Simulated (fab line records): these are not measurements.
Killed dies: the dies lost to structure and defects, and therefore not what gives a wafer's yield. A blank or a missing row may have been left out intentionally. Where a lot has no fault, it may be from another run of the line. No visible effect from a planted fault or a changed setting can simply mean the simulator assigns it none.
Problem report in the 8D (eight disciplines) form, filled by code + flow gf180mcu + the parts of the form that need people (team, actions taken, sign-off) are left out

1. PROBLEM STATEMENT
Mean of overpolish-run-s at GF_V2_CMP_26: 0.039 s across 9 wafers in 3 lots; on wafers with no fault it is 15.000 s (standard deviation 0.0091). That is -99 or more standard deviations from the usual mean.
The step: polishes, stops on SiO2, t overpolish 15 s, target thk 0 nm.
Earliest sighting: wafer L884.1 on cmp-02 at day 24 06:19. The record holds 42 wafers of 14 lots with a number at this step. Rule for "out", or "out of limits": more than 4 standard deviations from the usual mean. The other wafers with a number count as sound.

2. WHAT IT IS, WHAT IT ISN'T
| question                    | is                                   | is not                                                                                 |
|-----------------------------|--------------------------------------|----------------------------------------------------------------------------------------|
| which readings at this step | overpolish-run-s, time-to-endpoint-s | -                                                                                      |
| which lots                  | L884, L885, L886                     | L873, L874, L875, L878, L879, L881, L882, L888, L894, L895, L896                       |
| which wafers of those lots  | all that have a number               | -                                                                                      |
| read on which tools         | cmp-02                               | cmp-01                                                                                 |
| when                        | from day 24 06:19                    | up to then (21 sound wafers); but 12 sound wafers of L888, L894, L895, L896 came after |

3. WHAT RULES OUT EACH SUSPECT
Counting: a tool stays on the suspect list if, at a process step up to the reading, it processed all lots that are out and no sound lot following the first of them.
- cmp-02 at GF_V2_CMP_26 (polishes, stops on SiO2, t overpolish 15 s, target thk 0 nm): ruled out as a lasting fault. After its first lot that is out, L884 (day 24 06:19), sound lots L895 ran on it.
Left after counting: nothing in the record.

4. THE CAUSE (what the simulator had put in)
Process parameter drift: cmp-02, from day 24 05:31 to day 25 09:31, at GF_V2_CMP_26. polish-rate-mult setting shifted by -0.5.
Counting ruled it out, wrongly.

5. SEQUENCE OF EFFECTS, ordered by route
One row per reading whose mean, taken over the struck wafers that have a number, lies over 3 standard deviations from the usual. Only readings for which the record gives a usual standard deviation are gone through. hours: the time from each lot's start at the first step in this table that gives one to its start at this step, as a median over the lots. sigmas: the change in usual standard deviations.
| hours | step                    | reading              | usual    | on struck wafers | change  | sigmas      |
|-------|-------------------------|----------------------|----------|------------------|---------|-------------|
| 0     | GF_V2_CMP_26            | overpolish-run-s     | 15.000 s | 0.039            | -14.961 | -99 or more |
| 0     | GF_V2_CMP_26            | time-to-endpoint-s   | 86 s     | 130              | +44     | +8.9        |
| 185   | GF_PASSIVATION_PROBE_99 | defect-limited-yield | 90.5 %   | 0.0              | -90.5   | -65         |
| 185   | GF_PASSIVATION_PROBE_99 | killed_at_M0_to_M3   | 20       | 468              | +448    | +91         |
| 185   | GF_PASSIVATION_PROBE_99 | killed-dies          | 47       | 492              | +445    | +64         |
| 185   | GF_PASSIVATION_PROBE_99 | killed-on-rim        | 9        | 96               | +87     | +28         |
| 185   | GF_PASSIVATION_PROBE_99 | sort_bin_3_pad_short | 0.5 %    | 91.3             | +90.8   | +99 or more |
| 185   | GF_PASSIVATION_PROBE_99 | sort-n-pass          | 445      | 0                | -445    | -64         |
| 185   | GF_PASSIVATION_PROBE_99 | sort-yield-pct       | 90.5 %   | 0.0              | -90.5   | -65         |
Process steps it contains:
- GF_V2_CMP_26: polishes, stops on SiO2, t overpolish 15 s, target thk 0 nm.
- GF_PASSIVATION_PROBE_99

6. HOW IT WOULD HAVE BEEN CAUGHT EARLIER
In this record the first reading out of limits was taken at day 24 06:19, 1 hour after the fault began at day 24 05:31.
